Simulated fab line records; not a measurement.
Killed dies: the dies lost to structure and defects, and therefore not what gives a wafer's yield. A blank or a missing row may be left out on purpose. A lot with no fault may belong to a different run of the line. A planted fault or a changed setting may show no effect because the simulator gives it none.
One fault through the eyes of 2 desks	flow sky130	every desk sees just its own numbers, and what lay behind them comes last

== DESK OF THE TOOL OWNER: implanter-02 ==
SKY_RES_XHIGH_IMPLANT_07, tool's own readings: per-lot mean of the sampled wafers with a number, covering each lot this tool ran. Any lot whose mean is over 4 standard deviations away from the usual mean is out of limits and marked OUT; that distance is given in the brackets.
Columns: A = beam-on-s at SKY_RES_XHIGH_IMPLANT_07, usual 34.9 s; B = dose-ions-cm2 at SKY_RES_XHIGH_IMPLANT_07, usual 3.6e+14
lot	first seen here	A	B
L680	day 26 21:34	34.5	3.6e+14
L685	day 28 16:05	33.2	3.6e+14
L686	day 28 16:41	34.6	3.6e+14
L689	day 29 23:58	34.4	3.6e+14
L690	day 30 06:52	34.4	3.6e+14
L697	day 32 14:29	34.3	3.6e+14
L698	day 33 01:31	16.6 (-9.6) OUT	1.8e+14 (-99 or more) OUT
L699	day 33 12:44	16.9 (-9.5) OUT	1.8e+14 (-99 or more) OUT
This desk's verdict: out of limits on L698, L699, starting with L698 at day 33 01:31 (beam-on-s at SKY_RES_XHIGH_IMPLANT_07). L680, L685, L686, L689, L690, L697 stayed within limits.

== FROM THE METROLOGY DESK ==
Means of the sampled wafers that have a number, per lot and without regard to the tool the lot ran on: this is what the gauges read. Any lot whose mean is over 4 standard deviations away from the usual mean is out of limits and marked OUT; that distance is given in the brackets.
Columns: A = LDD_P_TW at SKY_LDD_P_TW_MEAS_11, usual 631; B = RES_XHIGH_TW at SKY_RES_XHIGH_TW_MEAS_09, usual 1633; C = SD_N_TW at SKY_SD_N_TW_MEAS_12, usual 3964; D = RES_XHIGH_RS at SKY_SD_N_RS_MEAS_18, usual 333.1 ohm/sq
lot	first seen here	A	B	C	D
L680	day 19 04:49	629	1671	3911	333.4
L685	day 21 01:02	645	1619	3954	333.3
L686	day 21 01:26	646	1623	3947	331.5
L687	day 21 19:28	623	1635	3951	332.7
L689	day 22 11:51	625	1630	4049	331.1
L690	day 22 22:30	624	1620	4045	333.9
L691	day 23 17:27	629	1668	3921	333.6
L697	day 25 10:37	625	1661	3991	334.7
L698	day 25 21:27	618	1334 (-15) OUT	3897	589.3 (+99 or more) OUT
L699	day 26 08:07	628	1302 (-17) OUT	4016	592.5 (+99 or more) OUT
L702	day 28 11:59	645	1629	3923	332.0
L701	day 28 16:12	623	1615	3930	332.0
This desk reports L698, L699 out of limits; the earliest was L698 at day 33 01:44 (RES_XHIGH_TW at SKY_RES_XHIGH_TW_MEAS_09). L680, L685, L686, L687, L689, L690, L691, L697, L702, L701 stayed within limits.

== ALL TOGETHER ==
An alarm could have come from the tool owner's desk at day 33 01:31, on L698, L699.
L698, L699 would have let the metrology desk raise an alarm at day 33 01:44.
SKY_RES_XHIGH_IMPLANT_07 was run on implanter-02 by each of the lots named.

== WHAT THE SIMULATOR HAD PUT IN ==
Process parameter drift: implanter-02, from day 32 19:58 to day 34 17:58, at SKY_RES_XHIGH_IMPLANT_07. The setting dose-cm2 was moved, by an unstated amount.
Shown lots that were struck: L698, L699.
Delay (hours) between the fault's onset and each desk's first out-of-limits reading: 6 at the tool owner's desk, 6 at the metrology desk.
